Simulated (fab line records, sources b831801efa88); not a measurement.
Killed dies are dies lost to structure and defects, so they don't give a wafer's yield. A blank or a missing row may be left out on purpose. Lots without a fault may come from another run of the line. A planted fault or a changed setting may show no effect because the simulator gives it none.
One fault seen from 2 desks | flow gf180mcu | each desk has only its own numbers; what lay behind them comes last

THE TOOL OWNER'S DESK: pvd_sputter-02
The tool's own readings at GF_TOP_METAL_SPUTTER_00 (material Ti, target thk 37.5 nm, time 150 s): means of the sampled wafers that have a number, for each lot that ran on this tool. A lot is out of limits, marked OUT, if its mean lies more than 4 standard deviations from the usual mean; the brackets give that distance.
Columns: A = cathode_dc_power_W at GF_TOP_METAL_SPUTTER_00, usual 4000.0 W; B = throttle_valve_pct at GF_TOP_METAL_SPUTTER_00, usual 30.0 %
lot  | first seen here | A                        | B
L558 | day 29 14:19    | 4000.1                   | 30.0
L561 | day 30 07:25    | 3641.8 (-99 or more) OUT | 29.6
L564 | day 31 09:02    | 3642.2 (-99 or more) OUT | 29.6
This desk's finding: out of limits on L561, L564; first on L561, day 30 07:25 (cathode_dc_power_W at GF_TOP_METAL_SPUTTER_00). In limits: L558.

THE METROLOGY DESK
What the gauges read, lot by lot, whatever tool the lot ran on: means of the sampled wafers that have a number. A lot is out of limits, marked OUT, if its mean lies more than 4 standard deviations from the usual mean; the brackets give that distance.
Columns: A = PASSIVATION_BOW at GF_PASSIVATION_BOW_MEAS_14, usual 140 um
lot  | first seen here | A
L552 | day 29 06:34    | 139
L554 | day 29 22:19    | 148
L555 | day 30 08:26    | 146
L556 | day 30 11:31    | 126
L557 | day 30 19:50    | 136
L558 | day 31 05:41    | 136
L561 | day 31 22:16    | 153
L564 | day 32 22:40    | 136
L568 | day 33 18:19    | 133
L569 | day 34 01:22    | 140
L572 | day 34 15:22    | 119
L573 | day 34 19:13    | 141
L574 | day 35 04:05    | 150
This desk's finding: nothing out of limits on any of the 13 lots.

PUT TOGETHER
The tool owner's desk could have raised an alarm at day 30 07:25, on L561, L564.
The metrology desk saw nothing out of limits.
The metrology desk has L561, L564 on record, within its limits.
Of the lots named, all ran GF_TOP_METAL_SPUTTER_00 on pvd_sputter-02.

WHAT THE SIMULATOR HAD PUT IN
Process parameter drift: pvd_sputter-02, from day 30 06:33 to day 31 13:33, at GF_TOP_METAL_SPUTTER_00. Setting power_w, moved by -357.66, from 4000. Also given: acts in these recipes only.
Lots struck among those shown: L561, L564.
Hours from the fault's start to each desk's first reading out of limits: the tool owner's desk, 1.
